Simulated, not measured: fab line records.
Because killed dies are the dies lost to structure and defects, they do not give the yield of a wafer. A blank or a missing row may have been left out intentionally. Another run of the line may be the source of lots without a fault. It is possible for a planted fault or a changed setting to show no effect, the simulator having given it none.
Which tool did it? || flow sky130 || 7 lots, 21 wafers sampled, at 2 steps of a route of 708

== WHAT THE GAUGES READ, wafer by wafer ==
SKY_FIELD_ISO_THK_MEAS_25.
{"lot": "L981", "measured": "day 2 11:26", "on": "film metro-02", "FIELD_ISO_CVD_24_THK (nm)": "594 592 599"}
{"lot": "L983", "measured": "day 2 23:25", "on": "film metro-01", "FIELD_ISO_CVD_24_THK (nm)": "593 590 589"}
{"lot": "L989", "measured": "day 4 06:25", "on": "film metro-03", "FIELD_ISO_CVD_24_THK (nm)": "624 598 590"}
{"lot": "L992", "measured": "day 4 21:08", "on": "film metro-01", "FIELD_ISO_CVD_24_THK (nm)": "596 601 604"}
{"lot": "L996", "measured": "day 5 18:13", "on": "film metro-02", "FIELD_ISO_CVD_24_THK (nm)": "589 600 592"}
{"lot": "L998", "measured": "day 6 07:57", "on": "film metro-03", "FIELD_ISO_CVD_24_THK (nm)": "602 598 602"}
{"lot": "L101", "measured": "day 6 21:19", "on": "film metro-03", "FIELD_ISO_CVD_24_THK (nm)": "587 593 592"}

== WHAT TOOL EACH LOT RAN ON (gives the tool, then ch and the chambers of the sampled wafers, and finally the start) ==
{"lot": "L981", "SKY_FIELD_ISO_CVD_24": "hdpcvd-02 ch 0,2, day 2 11:22"}
{"lot": "L983", "SKY_FIELD_ISO_CVD_24": "hdpcvd-01 ch 0,1,2, day 2 23:20"}
{"lot": "L989", "SKY_FIELD_ISO_CVD_24": "hdpcvd-02 ch 0,2, day 4 06:20"}
{"lot": "L992", "SKY_FIELD_ISO_CVD_24": "hdpcvd-01 ch 1,2, day 4 21:04"}
{"lot": "L996", "SKY_FIELD_ISO_CVD_24": "hdpcvd-01 ch 1,2, day 5 18:07"}
{"lot": "L998", "SKY_FIELD_ISO_CVD_24": "hdpcvd-01 ch 1,2, day 6 07:52"}
{"lot": "L101", "SKY_FIELD_ISO_CVD_24": "hdpcvd-01 ch 0,2, day 6 21:14"}
- SKY_FIELD_ISO_CVD_24: deposits SiO2, target thk 595 nm, time 99.2 s.

== THE ANSWER, worked out from the rows above alone ==
Rule: usual is defined by the lots themselves. The widest of any qualifying gaps counts: lots, ordered by their means at a reading, are off when they make up no more than a third of the lots, leave a main group of 4 or more, and stand apart from it by 3 or more times the standard deviation of that group's means. A main group is skipped when, at the precision printed for the reading in the tables above, its means are all equal. Also off: a lot with no number at a reading for which 4 or more lots have one. Where the step has rows for the other lots, those lots are counted as sound.
No lot is off at any reading shown: from this, nothing can be told.

== WHAT THE SIMULATOR HAD PUT IN ==
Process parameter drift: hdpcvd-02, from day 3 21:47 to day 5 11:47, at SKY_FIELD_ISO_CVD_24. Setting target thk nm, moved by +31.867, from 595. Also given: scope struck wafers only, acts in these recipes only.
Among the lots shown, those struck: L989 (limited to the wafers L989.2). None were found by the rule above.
